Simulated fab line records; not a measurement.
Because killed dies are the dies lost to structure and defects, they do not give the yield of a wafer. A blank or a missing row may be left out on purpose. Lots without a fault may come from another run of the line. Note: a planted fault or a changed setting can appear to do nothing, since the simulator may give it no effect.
A struck lot beside a sound one + flow gf180mcu + 43 out of 602 route steps
Sound: the wafers L180.2, L180.4, L180.6. Wafers L191.1, L191.2, L191.5 were the ones struck. The cause is named last.
Each step with rows lists, per side, the tool, then ch with its chambers, then its first start. Under that, the readings that differ: sound wafers + struck wafers + difference of the means + sigmas: that difference in standard deviations of wafers without a fault.
alike: readings whose means differ by less than 2 such deviations, and words and numbers that are the same on both sides. not compared: withheld readings, readings that some wafer has no value for, bounds like >300 that may hide the same value, and numbers for which the record gives no deviation and whose values overlap.
Wherever a step has rows on one side only, a row that says differs or no value, or a row with sigmas, the two part there. Numbers that don't overlap but have no deviation are shown without sigmas and don't part them. A reading that every wafer of one side lacks parts them only if that side has two wafers or more.

first, 7 steps without rows for these wafers: GF_V2_HMDS_07 (prime time 60 s); GF_V2_COAT_08; GF_V2_COAT_09 (resist thk 1000 nm); GF_V2_SOFTBAKE_10 (time 60 s); GF_V2_EXPOSE_11 (exposes mask Via2, target cd 260 nm); GF_V2_PEB_12 (peb time 90 s); GF_V2_DEVELOP_13 (develop time 60 s).
GF_V2_CD_MEAS_14: the cd target is 260 nm.
  struck on cd sem-02, day 25 12:35; sound on cd sem-02, day 21 13:32
  alike: cd nm
GF_V2_OVL_MEAS_15:
  struck on overlay-02, day 25 12:42; sound on overlay-01, day 21 13:38
  alike: V2_OVL
then, 3 steps without rows for these wafers: GF_V2_ETCH_16 (etches BARC in N2/H2); GF_V2_ETCH_17 (etches SiO2 in C4F8/O2/Ar, stops on TiN, target depth 630 nm); GF_V2_STRIP_18 (strips in O2/N2).
GF_V2_STRIP_19: strips in post etch residue remover, time 1200 s.
  sound on wet bench-04 ch 0, day 21 13:54; struck on wet bench-02 ch 0, day 25 12:58
  alike: temp c
then, 2 steps without rows for these wafers: GF_V2_CLEAN_20 (cleans in DIW); GF_V2_SPUTTER_21 (material Ti, target thk 15 nm, time 80.02 s).
GF_V2_SPUTTER_22: material TiN, target thk 10 nm, time 40 s.
  struck on pvd sputter-01, day 25 13:48; sound on pvd sputter-01, day 21 14:23
  alike: cathode dc power W, throttle valve pct
then, 1 step without rows for these wafers: GF_V2_CVD_23 (deposits W, target thk 350 nm, time 104.94 s).
GF_V2_RS_MEAS_24: a four-point-probe measurement.
  struck on film metro-04, day 25 13:57; sound on film metro-02, day 21 14:34
| reading          | sound             | struck            | difference | sigmas |
|------------------|-------------------|-------------------|------------|--------|
| V2_W_RS (ohm/sq) | 0.326 0.327 0.330 | 0.339 0.335 0.338 | +0.010     | +3     |
GF_V2_THK_MEAS_25: measures by xrf.
  struck on film metro-04, day 25 14:04; sound on film metro-02, day 21 14:40
| reading       | sound       | struck      | difference | sigmas |
|---------------|-------------|-------------|------------|--------|
| V2_W_THK (nm) | 350 349 346 | 330 331 330 | -18        | -4     |
then, 1 step without rows for these wafers: GF_V2_CMP_26 (polishes, stops on SiO2, t overpolish 15 s, target thk 0 nm).
GF_M3_SPUTTER_00: material Ti, target thk 37.5 nm, time 150 s.
  struck on pvd sputter-03, day 25 14:26; sound on pvd sputter-03, day 21 15:01
  alike: cathode dc power W, throttle valve pct
GF_M3_SPUTTER_01: material TiN, target thk 30 nm, time 25 s.
  struck on pvd sputter-03, day 25 14:32; sound on pvd sputter-03, day 21 15:07
  alike: cathode dc power W, throttle valve pct
GF_M3_SPUTTER_02: material AlCu, target thk 450 nm, time 23.9 s.
  struck on pvd sputter-03, day 25 14:34; sound on pvd sputter-03, day 21 15:09
  alike: cathode dc power W, throttle valve pct
then, 2 steps without rows for these wafers: GF_M3_SPUTTER_03 (material Ti, target thk 10 nm, time 6.7 s); GF_M3_SPUTTER_04 (material TiN, target thk 50 nm, time 41.7 s).
GF_M3_RS_MEAS_05: a four-point-probe measurement.
  struck on film metro-04, day 25 14:39; sound on film metro-03, day 21 15:16
  alike: M3_ALCU_RS
GF_M3_THK_MEAS_06: measures by xrf.
  struck on film metro-04, day 25 14:46; sound on film metro-03, day 21 15:22
  alike: M3_ALCU_THK
then, 7 steps without rows for these wafers: GF_M3_DEHYDRATE_07 (time 60 s); GF_M3_HMDS_08 (prime time 60 s); GF_M3_COAT_09 (resist thk 1000 nm); GF_M3_SOFTBAKE_10 (time 60 s); GF_M3_EXPOSE_11 (exposes mask Metal3, target cd 280 nm); GF_M3_PEB_12 (peb time 90 s); GF_M3_DEVELOP_13 (develop time 60 s).
GF_M3_CD_MEAS_14: the cd target is 280 nm.
  struck on cd sem-01, day 26 11:41; sound on cd sem-01, day 22 15:02
  alike: cd nm
GF_M3_OVL_MEAS_15:
  struck on overlay-01, day 26 11:48; sound on overlay-02, day 22 15:09
  alike: M3_OVL
GF_M3_METAL_ETCH_16: etches the open film in Cl2/BCl3, stops on SiO2, target depth 750.8 nm, time 125.1 s.
  sound on rie metal-03 ch 0,1, day 22 15:11; struck on rie metal-04 ch 0,1, day 26 11:50
  alike: bias w, drypump motor current A, oes product au, throttle valve pct
  not compared: rf hours counter h
then, 4 steps without rows for these wafers: GF_M3_STRIP_17 (strips in O2/N2); GF_M3_STRIP_18 (strips in post etch residue remover, time 1200 s); GF_M3_CLEAN_19 (cleans in DIW); GF_V3_CVD_00 (deposits SiO2, target thk 600 nm, time 100 s).
GF_V3_THK_MEAS_01:
  struck on film metro-04, day 26 12:35; sound on film metro-04, day 22 15:55
| reading            | sound       | struck      | difference | sigmas |
|--------------------|-------------|-------------|------------|--------|
| V3_CVD_00_THK (nm) | 588 597 589 | 615 614 612 | +22        | +3     |
-- the record jumps here: 7 days lie between the struck wafers' starts before and after (it left off in module V3 and takes up again in module PASSIVATION, whose first step shown is number 602 of the route) --
GF_PASSIVATION_PROBE_99:
  record: rows for the struck wafers here (prober-01, day 33 05:22), none for the sound ones

## WHERE THEY PART
At GF_V2_RS_MEAS_24 first; at GF_PASSIVATION_PROBE_99 last (within this record only).

WHY: what the simulator had put in
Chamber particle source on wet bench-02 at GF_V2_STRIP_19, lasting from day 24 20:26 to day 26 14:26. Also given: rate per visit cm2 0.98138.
